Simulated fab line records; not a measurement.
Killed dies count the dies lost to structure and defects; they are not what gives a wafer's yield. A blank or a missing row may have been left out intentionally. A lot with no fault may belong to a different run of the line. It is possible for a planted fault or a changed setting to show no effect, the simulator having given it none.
A single fault, viewed from 2 desks    flow sky130    each desk holds nothing but its own numbers, with what lay behind them at the end

FOR THE TOOL OWNER'S DESK: implanter-03
For each lot that ran on this tool, the mean over its sampled wafers that have a number, from the tool's own readings at SKY_VT_ADJUST_NCORE_IMPLANT_09. The brackets show how far a lot's mean lies from the usual mean; more than 4 standard deviations puts the lot out of limits, marked OUT.
Columns: A = beam_energy_keV at SKY_VT_ADJUST_NCORE_IMPLANT_09, usual 9.9999
lot   first seen here  A
L894  day 11 15:16     6.5988 (-99 or more) OUT
L895  day 11 23:31     6.5975 (-99 or more) OUT
L906  day 15 06:45     9.9991
This desk finds L894, L895 out of limits, L894 being first, at day 11 15:16 (beam_energy_keV at SKY_VT_ADJUST_NCORE_IMPLANT_09). L906 stayed within limits.

FROM THE METROLOGY DESK
Lot by lot, what the gauges showed, no matter which tool ran the lot: averages of those sampled wafers that carry a number. The brackets show how far a lot's mean lies from the usual mean; more than 4 standard deviations puts the lot out of limits, marked OUT.
Columns: A = VT_ADJUST_NCORE_TW at SKY_VT_ADJUST_NCORE_TW_MEAS_11, usual 218.1; B = CONTACT_W_THK at SKY_CONTACT_THK_MEAS_26, usual 348 nm; C = METAL1_OVL at SKY_METAL1_OVL_MEAS_16, usual 3 nm; D = VIA1_OVL at SKY_VIA1_OVL_MEAS_13, usual 1 nm
lot   first seen here  A                B    C   D
L884  day 8 17:50      219.4            347  3   3
L885  day 8 21:08      217.5            353  5   -2
L894  day 11 15:31     196.8 (-15) OUT  349  0   0
L895  day 11 23:46     198.9 (-14) OUT  347  6   5
L896  day 12 07:01     216.2            346  7   -3
L897  day 12 15:24     218.3            341  5   -5
L898  day 12 18:46     217.2            348  6   -4
L899  day 13 04:14     218.6            342  6   5
L900  day 13 10:30     218.9            355  4   -5
L903  day 14 09:28     217.0            347  -1  7
L904  day 14 14:17     220.3            352  -3  -3
L906  day 15 06:59     218.1            353  9   7
L907  day 15 14:55     218.1            351  2   4
Per this desk, out of limits: L894, L895; the first was L894, day 11 15:31 (VT_ADJUST_NCORE_TW at SKY_VT_ADJUST_NCORE_TW_MEAS_11). L884, L885, L896, L897, L898, L899, L900, L903, L904, L906, L907 stayed within limits.

TAKEN TOGETHER
The tool owner's desk could have raised an alarm at day 11 15:16, on L894, L895.
L894, L895 would have let the metrology desk raise an alarm at day 11 15:31.
Every lot named ran SKY_VT_ADJUST_NCORE_IMPLANT_09 on implanter-03.

WHAT THE SIMULATOR HAD PUT IN
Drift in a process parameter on implanter-03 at SKY_VT_ADJUST_NCORE_IMPLANT_09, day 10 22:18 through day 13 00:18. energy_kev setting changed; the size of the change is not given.
Shown lots that were struck: L894, L895.
Hours from the fault's start to each desk's first reading out of limits: the tool owner's desk, 17; the metrology desk, 17.
